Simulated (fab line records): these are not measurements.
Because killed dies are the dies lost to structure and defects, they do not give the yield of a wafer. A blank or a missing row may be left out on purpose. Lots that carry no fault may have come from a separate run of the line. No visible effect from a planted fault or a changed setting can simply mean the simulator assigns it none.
2 desks looking at one fault :: flow gf180mcu :: each desk holds nothing but its own numbers, with what lay behind them at the end

== THE METROLOGY DESK ==
What the gauges read, lot by lot, whatever tool the lot ran on: means of the sampled wafers that have a number. A lot is out of limits, marked OUT, if its mean lies more than 4 standard deviations from the usual mean; the brackets give that distance.
Columns: A = VT_IMPLANT_02_OVL at GF_VT_IMPLANT_OVL_MEAS_29, usual -1.1 nm; B = VT_IMPLANT_3_TW at GF_VT_IMPLANT_TW_MEAS_32, usual 268; C = VT_IMPLANT_03_OVL at GF_VT_IMPLANT_OVL_MEAS_40, usual -0.1 nm
lot: L205
first seen here: day 7 04:47
A: -0.4
B: 272
C: 0.6

lot: L210
first seen here: day 8 13:18
A: -1.9
B: 273
C: -0.4

lot: L216
first seen here: day 10 07:14
A: 0.1
B: 270
C: -1.2

lot: L217
first seen here: day 10 12:59
A: -1.2
B: 264
C: 2.6

lot: L219
first seen here: day 11 03:02
A: -0.7
B: 269
C: 0.4

lot: L222
first seen here: day 11 18:50
A: -1.7
B: 272
C: -1.7
This desk's verdict: no lot among the 6 shows anything out of limits.

== AT THE TOOL OWNER'S DESK: implanter-03 ==
For each lot that ran on this tool, the mean over its sampled wafers that have a number, from the tool's own readings at GF_VT_IMPLANT_IMPLANT_41. A lot is out of limits, marked OUT, if its mean lies more than 4 standard deviations from the usual mean; the brackets give that distance.
Columns: A = beam_energy_keV at GF_VT_IMPLANT_IMPLANT_41, usual 69.995
lot: L205
first seen here: day 7 20:49
A: 69.971

lot: L210
first seen here: day 9 05:57
A: 70.028

lot: L216
first seen here: day 11 01:34
A: 76.061 (+99 or more) OUT

lot: L219
first seen here: day 11 21:52
A: 76.081 (+99 or more) OUT
This desk finds L216, L219 out of limits, L216 being first, at day 11 01:34 (beam_energy_keV at GF_VT_IMPLANT_IMPLANT_41). L205, L210 stayed within limits.

== PUT TOGETHER ==
An alarm could have come from the tool owner's desk at day 11 01:34, on L216, L219.
The metrology desk saw nothing out of limits.
The metrology desk holds a record of L216, L219, inside its limits.
Of the lots named, all ran GF_VT_IMPLANT_IMPLANT_41 on implanter-03.

== WHAT THE SIMULATOR HAD PUT IN ==
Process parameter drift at GF_VT_IMPLANT_IMPLANT_41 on implanter-03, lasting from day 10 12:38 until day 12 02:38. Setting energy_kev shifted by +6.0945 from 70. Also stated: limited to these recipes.
Struck lots among those shown: L216, L219.
Hours from the fault's start to each desk's first reading out of limits: the tool owner's desk, 13.
